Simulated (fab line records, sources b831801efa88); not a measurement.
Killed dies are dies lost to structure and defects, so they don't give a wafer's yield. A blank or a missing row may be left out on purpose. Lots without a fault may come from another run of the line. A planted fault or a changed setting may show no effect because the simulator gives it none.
Which tool did it? | flow sky130 | 11 lots, 31 wafers sampled, at 2 steps of a route of 708

WHAT THE GAUGES READ, wafer by wafer
SKY_VIA2_RS_MEAS_22: measures by four-point-probe.
lot  | measured     | on            | VIA2_W_RS (ohm/sq)
L380 | day 36 19:29 | film_metro-01 | 0.278 0.278 0.267
L381 | day 37 06:25 | film_metro-01 | 0.273 0.277 0.269
L387 | day 39 08:44 | film_metro-01 | 0.274 0.139 0.273 0.139
L388 | day 39 16:46 | film_metro-01 | 0.264 0.138 0.264 0.138
L394 | day 41 14:03 | film_metro-02 | 0.270 0.270 0.273
L396 | day 41 21:36 | film_metro-02 | 0.274 0.266 0.275
L397 | day 42 03:43 | film_metro-04 | 0.272 0.275 0.271
L398 | day 42 15:24 | film_metro-01 | 0.268 0.267 0.273
L400 | day 43 12:24 | film_metro-01 | 0.275 0.272 0.273
L401 | day 43 14:01 | film_metro-04 | 0.265 0.268 0.276
L402 | day 43 21:01 | film_metro-02 | 0.269 0.267 0.269

WHICH TOOL RAN EACH LOT (tool, then ch and the chambers of the sampled wafers, then the start)
lot  | SKY_VIA2_CVD_21
L380 | cvd_w-02 ch 0,1, day 36 19:20
L381 | cvd_w-02 ch 0,1, day 37 06:17
L387 | cvd_w-02 ch 0,1, day 39 08:35
L388 | cvd_w-02 ch 1, day 39 16:38
L394 | cvd_w-01 ch 0,1, day 41 13:54
L396 | cvd_w-02 ch 0,1, day 41 21:28
L397 | cvd_w-01 ch 0,1, day 42 03:35
L398 | cvd_w-02 ch 0,1, day 42 15:15
L400 | cvd_w-02 ch 0, day 43 12:16
L401 | cvd_w-02 ch 0,1, day 43 13:53
L402 | cvd_w-01 ch 0,1, day 43 20:53
- SKY_VIA2_CVD_21: deposits W, target thk 420 nm, time 126.4 s.

THE ANSWER, worked out from the rows above alone
Rule: what is usual is taken from the lots themselves. Put in order of their means at a reading, lots are off if they are a third of the lots or fewer, leave a main group of 4 or more, and stand apart from it by a gap of 3 or more times the standard deviation of the main group's means; of several such gaps the widest counts. A main group whose means are all the same, to the digits that the tables above print for the reading, isn't used. A lot without any number at a reading at which 4 lots or more have one is off too. The other lots that the step has rows for count as sound.
Off: L387, L388, at SKY_VIA2_RS_MEAS_22 (VIA2_W_RS). The main group: mean 0.271 ohm/sq, standard deviation 0.0019.
A tool fits if, at a process step before that reading, it ran every lot that is off, and no sound lot after the first of them. The gauges at SKY_VIA2_RS_MEAS_22 are tried like those tools. None of those tried fits.

WHAT THE SIMULATOR HAD PUT IN
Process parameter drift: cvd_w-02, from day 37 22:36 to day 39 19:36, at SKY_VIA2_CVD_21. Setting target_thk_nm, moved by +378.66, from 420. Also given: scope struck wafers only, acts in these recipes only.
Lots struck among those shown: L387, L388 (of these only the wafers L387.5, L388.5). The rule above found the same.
